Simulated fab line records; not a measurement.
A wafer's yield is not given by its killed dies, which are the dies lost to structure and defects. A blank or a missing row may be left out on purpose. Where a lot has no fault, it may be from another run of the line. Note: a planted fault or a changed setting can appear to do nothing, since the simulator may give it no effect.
Problem report in the 8D (eight disciplines) form, filled by code -- flow sky130 -- the parts of the form that need people (team, actions taken, sign-off) are left out

1. THE PROBLEM
Wafers without a fault read 170.1 nm, standard deviation 1.3; cd-nm at SKY_CONTACT_CD_MEAS_14 reads a mean of 156.6 nm on 6 wafers belonging to 2 lots. That puts it -10 standard deviations away from the usual mean.
The step: target cd 170 nm.
The first sign was on wafer L879.4 at day 38 09:27, on cd-sem-02. The record has a number at this step for 36 wafers belonging to 12 lots. The rule behind "out" and "out of limits": a value lying over 4 standard deviations away from the usual mean. The other wafers with a number count as sound.

2. WHAT THIS IS AND IS NOT
question,is,is not
which readings at this step,cd-nm,-
which lots,"L879, L880","L858, L861, L862, L863, L864, L866, L867, L868, L872, L874"
which wafers of those lots,all that have a number,-
read on which gauges,cd-sem-02,cd-sem-01
when,from day 38 09:27,up to then (30 sound wafers)

3. WHAT RULES OUT EACH SUSPECT
Counting: a tool at a process step up to the reading stays a suspect if it ran every lot that is out and no sound lot after the first of them.
- ruled out: the gauge at SKY_CONTACT_CD_MEAS_14. All the wafers that are out were read on cd-sem-02, but those of them that SKY_CONTACT_EXPOSE_11 has rows for are out there too, on other tools.
- krf-scanner-02 at SKY_CONTACT_EXPOSE_11 (exposes mask CTM1, target cd 170 nm): kept. It processed each lot that is out, first L879 at day 37 21:26, and no sound lot thereafter; up to then, the last sound lot it processed was L874 at day 36 15:18. Out on those wafers are its own readings of exposure-dose-mJ-cm2.
Left after counting: krf-scanner-02 at SKY_CONTACT_EXPOSE_11.

4. THE CAUSE (what the simulator had put in)
Process parameters drifting: krf-scanner-02 at SKY_CONTACT_EXPOSE_11, beginning at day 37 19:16. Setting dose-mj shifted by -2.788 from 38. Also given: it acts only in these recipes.
The count eliminated every tool but this one.

5. SEQUENCE OF EFFECTS, ordered by route
Rows list readings where the struck wafers' mean (over those with a number) sits beyond 3 standard deviations from the usual. Only readings whose record carries a usual standard deviation are examined. hours: median over the lots of the time between each lot's start at the first step of this table that gives one and its start at this step. sigmas: the change, counted in usual standard deviations.
hours,step,reading,usual,on struck wafers,change,sigmas
0,SKY_CONTACT_EXPOSE_11,exposure-dose-mJ-cm2,37.95,35.15,-2.80,-72
12,SKY_CONTACT_CD_MEAS_14,cd-nm,170.1 nm,156.6,-13.5,-10
The process steps in it:
- SKY_CONTACT_EXPOSE_11: exposes mask CTM1, target cd 170 nm.

6. HOW IT WOULD HAVE BEEN CAUGHT EARLIER
Counted from the fault's start at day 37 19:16, it took 14 hours until the first out-of-limits reading at a measuring or inspecting step in this record, taken at day 38 09:27.
At SKY_CONTACT_EXPOSE_11, the tool's own readings (exposure-dose-mJ-cm2) were out on each struck wafer the step has a row for, so an alarm limit on them would have fired on the first such wafer.
By day 38 09:27 the whole set of lots that are out, 2 in number, had already begun SKY_CONTACT_EXPOSE_11 on krf-scanner-02. Had the tool been put on hold then, not one of them would have been saved.
